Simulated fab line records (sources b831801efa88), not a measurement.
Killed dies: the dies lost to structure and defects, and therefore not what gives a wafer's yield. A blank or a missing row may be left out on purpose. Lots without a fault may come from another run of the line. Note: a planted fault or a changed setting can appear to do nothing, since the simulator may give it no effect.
The tool behind it: which one? | flow sky130 | 39 wafers from 13 lots sampled at 6 of the route's 708 steps

## WHAT THE GAUGES SHOWED, per wafer
SKY_FIELD_ISO_THK_MEAS_02. Usual: FIELD_ISO_OXIDATION_00_THK typically reads 12.28 nm, with standard deviation 0.2.
lot  | measured    | on            | FIELD_ISO_OXIDATION_00_THK (nm) | flag
L159 | day 1 17:34 | film_metro-03 | 12.32 12.26 12.07               |
L162 | day 2 07:38 | film_metro-02 | 12.33 12.65 12.54               |
L163 | day 2 13:14 | film_metro-01 | 12.21 12.42 12.40               |
L164 | day 2 18:42 | film_metro-01 | 12.16 12.24 12.28               |
L165 | day 3 00:02 | film_metro-03 | 12.26 12.48 12.22               |
L166 | day 3 08:09 | film_metro-03 | 12.08 12.37 12.54               |
L167 | day 3 11:05 | film_metro-02 | 12.43 12.30 12.28               |
L169 | day 3 19:13 | film_metro-02 | 12.35 12.50 12.12               |
L170 | day 4 00:29 | film_metro-01 | 12.40 12.36 12.24               |
L172 | day 4 10:41 | film_metro-01 | 12.07 12.01 12.08               |
L173 | day 4 14:38 | film_metro-01 | 11.71 11.79 11.80               |
L180 | day 6 02:37 | film_metro-01 | 12.51 12.26 12.52               |
L181 | day 6 07:30 | film_metro-01 | 12.29 12.34 12.20               |

SKY_PWDE_TW_MEAS_10. Usual: PWDE_TW typically reads 374.5, with standard deviation 2.1.
lot  | measured    | on            | PWDE_TW           | flag
L159 | day 3 23:21 | film_metro-04 | 376.7 376.7 373.0 |
L162 | day 5 04:39 | film_metro-04 | 377.2 376.4 375.6 |
L163 | day 5 06:47 | film_metro-01 | 373.8 374.2 374.7 |
L164 | day 5 09:20 | film_metro-02 | 371.1 371.9 371.4 |
L165 | day 5 13:53 | film_metro-01 | 375.0 374.0 374.6 |
L166 | day 5 20:26 | film_metro-01 | 373.7 374.5 375.9 |
L167 | day 6 05:20 | film_metro-01 | 374.3 374.7 376.1 |
L169 | day 6 08:04 | film_metro-01 | 373.4 374.4 373.0 |
L170 | day 6 17:24 | film_metro-04 | 375.9 376.4 376.1 |
L172 | day 7 05:38 | film_metro-01 | 373.0 373.4 373.8 |
L173 | day 7 11:20 | film_metro-02 | 372.1 373.3 371.5 |
L180 | day 9 04:16 | film_metro-04 | 373.2 373.4 376.8 |
L181 | day 9 07:51 | film_metro-01 | 372.6 375.7 373.6 |

SKY_VT_ADJUST_LVTN_OVL_MEAS_07. Usual: VT_ADJUST_LVTN_OVL typically reads 0.7 nm, with standard deviation 1.2.
lot  | measured     | on         | VT_ADJUST_LVTN_OVL (nm) | flag
L159 | day 7 02:16  | overlay-02 | 2.6 2.5 1.1             |
L162 | day 8 10:46  | overlay-02 | -0.5 1.7 0.5            |
L163 | day 8 15:03  | overlay-01 | 0.6 -1.7 1.6            |
L164 | day 8 16:38  | overlay-02 | -0.1 -0.5 -0.9          |
L165 | day 8 23:55  | overlay-01 | -1.3 -0.1 0.0           |
L166 | day 9 05:09  | overlay-02 | 1.4 1.4 -0.7            |
L167 | day 9 16:38  | overlay-01 | -1.7 1.0 -1.3           |
L169 | day 9 20:23  | overlay-01 | 0.4 1.0 -0.2            |
L170 | day 10 08:21 | overlay-01 | 2.4 -0.4 1.1            |
L172 | day 10 22:47 | overlay-02 | 0.4 -0.2 0.3            |
L173 | day 11 03:48 | overlay-01 | -0.2 0.8 2.4            |
L180 | day 13 04:06 | overlay-02 | -1.9 -0.8 -1.7          |
L181 | day 13 07:40 | overlay-02 | -0.9 -0.5 2.2           |

SKY_VT_ADJUST_LVTN_TW_MEAS_21. Usual: VT_ADJUST_LVTN_2_TW typically reads 189.2, with standard deviation 0.97.
lot  | measured     | on            | VT_ADJUST_LVTN_2_TW | flag
L159 | day 7 23:00  | film_metro-03 | 188.8 188.2 188.3   |
L162 | day 9 08:17  | film_metro-04 | 189.2 188.6 189.2   |
L163 | day 9 13:20  | film_metro-03 | 188.9 189.4 189.6   |
L164 | day 9 15:20  | film_metro-04 | 188.1 187.5 188.3   |
L165 | day 9 22:32  | film_metro-01 | 187.8 188.8 188.6   |
L166 | day 10 04:41 | film_metro-03 | 189.8 190.1 189.3   |
L167 | day 10 15:41 | film_metro-04 | 191.1 191.0 191.9   |
L169 | day 10 19:43 | film_metro-03 | 30.3 30.1 30.1      | OFF
L170 | day 11 08:07 | film_metro-01 | 188.7 187.7 188.5   |
L172 | day 11 22:20 | film_metro-04 | 190.4 189.9 188.6   |
L173 | day 12 04:00 | film_metro-03 | 191.1 189.6 190.8   |
L180 | day 14 04:57 | film_metro-03 | 188.8 189.4 189.7   |
L181 | day 14 09:28 | film_metro-03 | 188.9 189.1 189.3   |

## WHICH TOOL RAN EACH LOT (tool, then ch and the chambers of the sampled wafers, then the start)
lot  | SKY_VT_ADJUST_LVTN_STRIP_09          | SKY_VT_ADJUST_LVTN_STRIP_20
L159 | plasma_asher-01 ch 0,1, day 7 02:28  | plasma_asher-02 ch 0,1, day 7 22:55
L162 | plasma_asher-02 ch 0,1, day 8 10:56  | plasma_asher-02 ch 0,1, day 9 08:11
L163 | plasma_asher-01 ch 0,1, day 8 15:14  | plasma_asher-04 ch 0,1, day 9 13:14
L164 | plasma_asher-04 ch 0,1, day 8 16:50  | plasma_asher-02 ch 0,1, day 9 15:14
L165 | plasma_asher-04 ch 0, day 9 00:05    | plasma_asher-02 ch 0,1, day 9 22:26
L166 | plasma_asher-02 ch 0,1, day 9 05:20  | plasma_asher-04 ch 0,1, day 10 04:35
L167 | plasma_asher-01 ch 0, day 9 16:50    | plasma_asher-04 ch 0,1, day 10 15:35
L169 | plasma_asher-01 ch 0,1, day 9 20:35  | plasma_asher-02 ch 0,1, day 10 19:38
L170 | plasma_asher-04 ch 0,1, day 10 08:34 | plasma_asher-01 ch 0,1, day 11 08:01
L172 | plasma_asher-02 ch 0,1, day 10 22:59 | plasma_asher-02 ch 0,1, day 11 22:14
L173 | plasma_asher-04 ch 0,1, day 11 03:59 | plasma_asher-04 ch 0,1, day 12 03:53
L180 | plasma_asher-04 ch 0,1, day 13 04:19 | plasma_asher-02 ch 0,1, day 14 04:52
L181 | plasma_asher-02 ch 0,1, day 13 07:52 | plasma_asher-02 ch 0,1, day 14 09:23
- SKY_VT_ADJUST_LVTN_STRIP_09: strips in O2/N2.
- SKY_VT_ADJUST_LVTN_STRIP_20: strips in O2/N2.

## WHAT THE TOOLS THEMSELVES READ (means of the sampled wafers that have a number; where no wafer has one, the mark that the record gives instead)
SKY_VT_ADJUST_LVTN_STRIP_09. Usual: chamber_pressure_mTorr 1500.1 mTorr, standard deviation 1.4; drypump_motor_current_A 5.7 A, standard deviation 0.34; oes_product_au 0.722 a.u., standard deviation 0.0044; strip_time_to_endpoint_s 36.97 s, standard deviation 0.087.
lot  | tool            | chamber_pressure_mTorr (mTorr) | drypump_motor_current_A (A) | oes_product_au (a.u.) | strip_time_to_endpoint_s (s) | flag
L159 | plasma_asher-01 | 1499.9                         | 5.3                         | 0.718                 | 36.97                        |
L162 | plasma_asher-02 | 1500.5                         | 6.0                         | 0.720                 | 37.00                        |
L163 | plasma_asher-01 | 1500.2                         | 5.4                         | 0.722                 | 36.99                        |
L164 | plasma_asher-04 | 1500.2                         | 5.5                         | 0.722                 | 36.90                        |
L165 | plasma_asher-04 | 1500.4                         | 5.3                         | 0.720                 | 36.82                        |
L166 | plasma_asher-02 | 1500.9                         | 6.1                         | 0.721                 | 37.00                        |
L167 | plasma_asher-01 | 1498.6                         | 5.5                         | 0.717                 | 36.90                        |
L169 | plasma_asher-01 | 1499.4                         | 5.4                         | 0.916                 | -                            | OFF
L170 | plasma_asher-04 | 1500.0                         | 5.5                         | 0.718                 | 36.90                        |
L172 | plasma_asher-02 | 1499.8                         | 6.0                         | 0.724                 | 37.00                        |
L173 | plasma_asher-04 | 1499.3                         | 5.4                         | 0.723                 | 36.99                        |
L180 | plasma_asher-04 | 1499.5                         | 5.5                         | 0.722                 | 37.10                        |
L181 | plasma_asher-02 | 1499.9                         | 6.1                         | 0.724                 | 37.07                        |

SKY_VT_ADJUST_LVTN_STRIP_20. Usual: chamber_pressure_mTorr 1500.4 mTorr, standard deviation 2.9; drypump_motor_current_A 5.7 A, standard deviation 0.34; oes_product_au 0.715 a.u., standard deviation 0.0043; strip_time_to_endpoint_s 14.17 s, standard deviation 0.047.
lot  | tool            | chamber_pressure_mTorr (mTorr) | drypump_motor_current_A (A) | oes_product_au (a.u.) | strip_time_to_endpoint_s (s) | flag
L159 | plasma_asher-02 | 1500.0                         | 6.1                         | 0.716                 | 14.13                        |
L162 | plasma_asher-02 | 1499.7                         | 6.0                         | 0.710                 | 14.09                        |
L163 | plasma_asher-04 | 1499.5                         | 5.5                         | 0.713                 | 14.21                        |
L164 | plasma_asher-02 | 1499.3                         | 6.0                         | 0.714                 | 14.18                        |
L165 | plasma_asher-02 | 1501.5                         | 6.1                         | 0.713                 | 14.17                        |
L166 | plasma_asher-04 | 1500.5                         | 5.5                         | 0.719                 | 14.14                        |
L167 | plasma_asher-04 | 1501.6                         | 5.5                         | 0.711                 | 14.06                        |
L169 | plasma_asher-02 | 1498.9                         | 6.1                         | 0.721                 | 42.77                        | OFF
L170 | plasma_asher-01 | 1499.8                         | 5.3                         | 0.715                 | 14.20                        |
L172 | plasma_asher-02 | 1500.1                         | 6.0                         | 0.719                 | 14.14                        |
L173 | plasma_asher-04 | 1501.6                         | 5.4                         | 0.716                 | 14.23                        |
L180 | plasma_asher-02 | 1499.3                         | 6.0                         | 0.716                 | 14.22                        |
L181 | plasma_asher-02 | 1500.5                         | 6.1                         | 0.717                 | 14.23                        |

## THE ANSWER, worked out from the rows above alone
Rule: a lot is off if the mean of its wafers that have a number lies more than 3 standard deviations from the usual mean. Also off: a lot with no number at a reading for which 4 or more lots have one. Any other lot the step has rows for is counted as sound. The gauges are gone through in route order, then the tools' own readings, and for those a lot's mean is taken as printed above. At the first step where some lot is off, the reading lying furthest off is the one used; lots without a number count as furthest.
Off: L169, at SKY_VT_ADJUST_LVTN_TW_MEAS_21 (VT_ADJUST_LVTN_2_TW).
A tool fits if, at a process step before that reading, it ran every lot that is off, and no sound lot after the first of them. Not tried: the gauges at SKY_VT_ADJUST_LVTN_TW_MEAS_21; whatever is off there is also off at SKY_VT_ADJUST_LVTN_STRIP_09, on other tools, and gauge error can't account for it. One fits: plasma_asher-01 at SKY_VT_ADJUST_LVTN_STRIP_09. A fault onset in the window from L167 (day 9 16:50, its last sound lot) to L169 (day 9 20:35, its first lot off) fits.
The tool's own readings at SKY_VT_ADJUST_LVTN_STRIP_09 bear it out: on the lots that are off they differ by more than 5 times the standard deviation of the sound lots' means. oes_product_au reads 0.916 a.u. there against 0.721 a.u. on the sound lots.
Blank at SKY_VT_ADJUST_LVTN_STRIP_09 on the lots that are off, where sound lots have numbers: strip_time_to_endpoint_s.

## WHAT THE SIMULATOR HAD INSERTED
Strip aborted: plasma_asher-01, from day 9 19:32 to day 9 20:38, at SKY_VT_ADJUST_LVTN_STRIP_09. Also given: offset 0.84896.
Lots struck among those shown: L169. This agrees with what the rule above found.
